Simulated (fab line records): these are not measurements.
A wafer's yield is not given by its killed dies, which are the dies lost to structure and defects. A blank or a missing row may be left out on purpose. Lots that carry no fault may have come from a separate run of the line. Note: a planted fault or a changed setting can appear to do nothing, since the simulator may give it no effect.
Which tool was responsible? / flow gf180mcu / Sampling: 14 lots, 42 wafers, 4 of 602 route steps

## WHAT EACH GAUGE READ, for each wafer
GF_DNWELL_TW_MEAS_09.
lot=L390; measured=day 2 17:58; on=filmMetro-03; DNWELL_TW=1335 1342 1337
lot=L391; measured=day 2 23:18; on=filmMetro-03; DNWELL_TW=1332 1336 1335
lot=L393; measured=day 3 10:50; on=filmMetro-03; DNWELL_TW=1328 1328 1333
lot=L394; measured=day 3 17:25; on=filmMetro-02; DNWELL_TW=1338 1345 1347
lot=L395; measured=day 3 21:44; on=filmMetro-02; DNWELL_TW=1337 1334 1333
lot=L404; measured=day 5 23:36; on=filmMetro-03; DNWELL_TW=1333 1338 1331
lot=L405; measured=day 6 04:26; on=filmMetro-03; DNWELL_TW=1343 1343 1344
lot=L406; measured=day 6 10:20; on=filmMetro-02; DNWELL_TW=1359 1358 1359
lot=L408; measured=day 6 19:32; on=filmMetro-01; DNWELL_TW=1387 1375 1392
lot=L409; measured=day 7 02:21; on=filmMetro-02; DNWELL_TW=1355 1352 1350
lot=L410; measured=day 7 03:41; on=filmMetro-01; DNWELL_TW=1363 1353 1357
lot=L411; measured=day 7 09:11; on=filmMetro-02; DNWELL_TW=1345 1352 1348
lot=L412; measured=day 8 01:05; on=filmMetro-01; DNWELL_TW=1356 1356 1345
lot=L413; measured=day 8 01:28; on=filmMetro-02; DNWELL_TW=1346 1341 1342

GF_VT_IMPLANT_TW_MEAS_43.
lot=L390; measured=day 7 11:58; on=filmMetro-04; VT_IMPLANT_4_TW=684 688 685
lot=L391; measured=day 7 15:38; on=filmMetro-01; VT_IMPLANT_4_TW=701 702 701
lot=L393; measured=day 8 07:22; on=filmMetro-03; VT_IMPLANT_4_TW=689 692 689
lot=L394; measured=day 8 14:16; on=filmMetro-03; VT_IMPLANT_4_TW=689 691 692
lot=L395; measured=day 8 20:29; on=filmMetro-04; VT_IMPLANT_4_TW=684 683 684
lot=L404; measured=day 11 12:11; on=filmMetro-01; VT_IMPLANT_4_TW=702 700 701
lot=L405; measured=day 11 19:43; on=filmMetro-03; VT_IMPLANT_4_TW=684 685 685
lot=L406; measured=day 12 01:32; on=filmMetro-01; VT_IMPLANT_4_TW=698 699 701
lot=L408; measured=day 12 14:55; on=filmMetro-03; VT_IMPLANT_4_TW=688 687 685
lot=L409; measured=day 12 20:04; on=filmMetro-01; VT_IMPLANT_4_TW=700 699 697
lot=L410; measured=day 13 01:26; on=filmMetro-04; VT_IMPLANT_4_TW=688 690 691
lot=L411; measured=day 13 05:14; on=filmMetro-04; VT_IMPLANT_4_TW=689 683 686
lot=L412; measured=day 14 04:01; on=filmMetro-01; VT_IMPLANT_4_TW=699 701 698
lot=L413; measured=day 14 06:40; on=filmMetro-01; VT_IMPLANT_4_TW=699 698 698

## EACH LOT AND THE TOOL THAT RAN IT (in order: tool; ch and the chambers of the sampled wafers; start)
lot=L390; GF_MVPSD_STRIP_10=plasmaAsher-01 ch 0,1, day 4 23:40; GF_VT_IMPLANT_DEVELOP_17=lithoTrack-04 ch 0, day 6 04:41
lot=L391; GF_MVPSD_STRIP_10=plasmaAsher-01 ch 0,1, day 5 03:46; GF_VT_IMPLANT_DEVELOP_17=lithoTrack-04 ch 0, day 6 09:10
lot=L393; GF_MVPSD_STRIP_10=plasmaAsher-01 ch 0,1, day 5 19:01; GF_VT_IMPLANT_DEVELOP_17=lithoTrack-02 ch 0, day 7 00:26
lot=L394; GF_MVPSD_STRIP_10=plasmaAsher-01 ch 0,1, day 6 00:55; GF_VT_IMPLANT_DEVELOP_17=lithoTrack-04 ch 0, day 7 06:35
lot=L395; GF_MVPSD_STRIP_10=plasmaAsher-01 ch 0,1, day 6 05:49; GF_VT_IMPLANT_DEVELOP_17=lithoTrack-04 ch 0, day 7 12:07
lot=L404; GF_MVPSD_STRIP_10=plasmaAsher-03 ch 0,1, day 8 14:42; GF_VT_IMPLANT_DEVELOP_17=lithoTrack-04, day 9 23:44
lot=L405; GF_MVPSD_STRIP_10=plasmaAsher-01 ch 0,1, day 8 20:07; GF_VT_IMPLANT_DEVELOP_17=lithoTrack-03, day 10 06:29
lot=L406; GF_MVPSD_STRIP_10=plasmaAsher-02 ch 0, day 9 01:43; GF_VT_IMPLANT_DEVELOP_17=lithoTrack-02 ch 0, day 10 11:34
lot=L408; GF_MVPSD_STRIP_10=plasmaAsher-01 ch 0,1, day 9 12:37; GF_VT_IMPLANT_DEVELOP_17=lithoTrack-03 ch 0, day 10 23:23
lot=L409; GF_MVPSD_STRIP_10=plasmaAsher-01 ch 0,1, day 9 18:01; GF_VT_IMPLANT_DEVELOP_17=lithoTrack-04 ch 0, day 11 05:23
lot=L410; GF_MVPSD_STRIP_10=plasmaAsher-03 ch 0,1, day 9 21:45; GF_VT_IMPLANT_DEVELOP_17=lithoTrack-02 ch 0, day 11 09:59
lot=L411; GF_MVPSD_STRIP_10=plasmaAsher-01 ch 1, day 10 01:49; GF_VT_IMPLANT_DEVELOP_17=lithoTrack-04 ch 0, day 11 14:19
lot=L412; GF_MVPSD_STRIP_10=plasmaAsher-03 ch 0,1, day 10 22:25; GF_VT_IMPLANT_DEVELOP_17=lithoTrack-04 ch 0, day 12 12:05
lot=L413; GF_MVPSD_STRIP_10=plasmaAsher-03 ch 1, day 10 23:16; GF_VT_IMPLANT_DEVELOP_17=lithoTrack-03 ch 0, day 12 13:50
- GF_MVPSD_STRIP_10: strips in O2/N2.
- GF_VT_IMPLANT_DEVELOP_17: develop time 60 s.

## WHAT THE TOOLS THEMSELVES READ (means of the sampled wafers that have a number; where no wafer has one, the mark that the record gives instead)
GF_MVPSD_STRIP_10.
lot=L390; tool=plasmaAsher-01; drypumpMotorCurrentA (A)=5.85; heaterPowerW (W)=305; oesProductAu (a.u.)=0.723; stripTimeToEndpointS (s)=37.07
lot=L391; tool=plasmaAsher-01; drypumpMotorCurrentA (A)=5.79; heaterPowerW (W)=332; oesProductAu (a.u.)=0.723; stripTimeToEndpointS (s)=37.06
lot=L393; tool=plasmaAsher-01; drypumpMotorCurrentA (A)=5.83; heaterPowerW (W)=308; oesProductAu (a.u.)=0.725; stripTimeToEndpointS (s)=37.00
lot=L394; tool=plasmaAsher-01; drypumpMotorCurrentA (A)=5.82; heaterPowerW (W)=306; oesProductAu (a.u.)=0.721; stripTimeToEndpointS (s)=36.96
lot=L395; tool=plasmaAsher-01; drypumpMotorCurrentA (A)=5.79; heaterPowerW (W)=333; oesProductAu (a.u.)=0.724; stripTimeToEndpointS (s)=36.85
lot=L404; tool=plasmaAsher-03; drypumpMotorCurrentA (A)=5.68; heaterPowerW (W)=371; oesProductAu (a.u.)=0.721; stripTimeToEndpointS (s)=36.88
lot=L405; tool=plasmaAsher-01; drypumpMotorCurrentA (A)=5.79; heaterPowerW (W)=331; oesProductAu (a.u.)=0.722; stripTimeToEndpointS (s)=36.99
lot=L406; tool=plasmaAsher-02; drypumpMotorCurrentA (A)=5.55; heaterPowerW (W)=298; oesProductAu (a.u.)=0.726; stripTimeToEndpointS (s)=37.02
lot=L408; tool=plasmaAsher-01; drypumpMotorCurrentA (A)=5.82; heaterPowerW (W)=331; oesProductAu (a.u.)=0.722; stripTimeToEndpointS (s)=36.98
lot=L409; tool=plasmaAsher-01; drypumpMotorCurrentA (A)=5.85; heaterPowerW (W)=307; oesProductAu (a.u.)=0.723; stripTimeToEndpointS (s)=36.96
lot=L410; tool=plasmaAsher-03; drypumpMotorCurrentA (A)=5.66; heaterPowerW (W)=372; oesProductAu (a.u.)=0.720; stripTimeToEndpointS (s)=37.02
lot=L411; tool=plasmaAsher-01; drypumpMotorCurrentA (A)=5.90; heaterPowerW (W)=281; oesProductAu (a.u.)=0.725; stripTimeToEndpointS (s)=37.09
lot=L412; tool=plasmaAsher-03; drypumpMotorCurrentA (A)=5.68; heaterPowerW (W)=366; oesProductAu (a.u.)=0.723; stripTimeToEndpointS (s)=37.04
lot=L413; tool=plasmaAsher-03; drypumpMotorCurrentA (A)=5.68; heaterPowerW (W)=361; oesProductAu (a.u.)=0.719; stripTimeToEndpointS (s)=36.93

GF_VT_IMPLANT_DEVELOP_17.
lot=L390; tool=lithoTrack-04; chillPlateTempC (C)=22.91
lot=L391; tool=lithoTrack-04; chillPlateTempC (C)=23.00
lot=L393; tool=lithoTrack-02; chillPlateTempC (C)=23.04
lot=L394; tool=lithoTrack-04; chillPlateTempC (C)=22.96
lot=L395; tool=lithoTrack-04; chillPlateTempC (C)=22.97
lot=L404; tool=lithoTrack-04; chillPlateTempC (C)=-
lot=L405; tool=lithoTrack-03; chillPlateTempC (C)=-
lot=L406; tool=lithoTrack-02; chillPlateTempC (C)=23.02
lot=L408; tool=lithoTrack-03; chillPlateTempC (C)=23.00
lot=L409; tool=lithoTrack-04; chillPlateTempC (C)=23.03
lot=L410; tool=lithoTrack-02; chillPlateTempC (C)=22.95
lot=L411; tool=lithoTrack-04; chillPlateTempC (C)=22.93
lot=L412; tool=lithoTrack-04; chillPlateTempC (C)=22.98
lot=L413; tool=lithoTrack-03; chillPlateTempC (C)=23.02

## THE ANSWER, worked out from the rows above alone
Rule: what is usual is taken from the lots themselves. Put in order of their means at a reading, lots are off if they are a third of the lots or fewer, leave a main group of 4 or more, and stand apart from it by a gap of 3 or more times the standard deviation of the main group's means; of several such gaps the widest counts. Not used: any main group whose means are identical at the precision the tables above print for the reading. A lot without any number at a reading at which 4 lots or more have one is off too. Where the step has rows for the other lots, those lots are counted as sound. The gauges are gone through in route order, then the tools' own readings, and for those a lot's mean is taken as printed above. At the first step where some lot is off, the reading lying furthest off is the one used; lots without a number count as furthest.
Off: L404, L405 (GF_VT_IMPLANT_DEVELOP_17, chillPlateTempC). Without a number there: L404, L405. Main group: mean 22.98 C, sd 0.039.
A tool fits if, at that step or a process step before it, it ran every lot that is off, and no sound lot after the first of them. No candidate that was tried fits.

## WHAT WAS PUT IN BY THE SIMULATOR
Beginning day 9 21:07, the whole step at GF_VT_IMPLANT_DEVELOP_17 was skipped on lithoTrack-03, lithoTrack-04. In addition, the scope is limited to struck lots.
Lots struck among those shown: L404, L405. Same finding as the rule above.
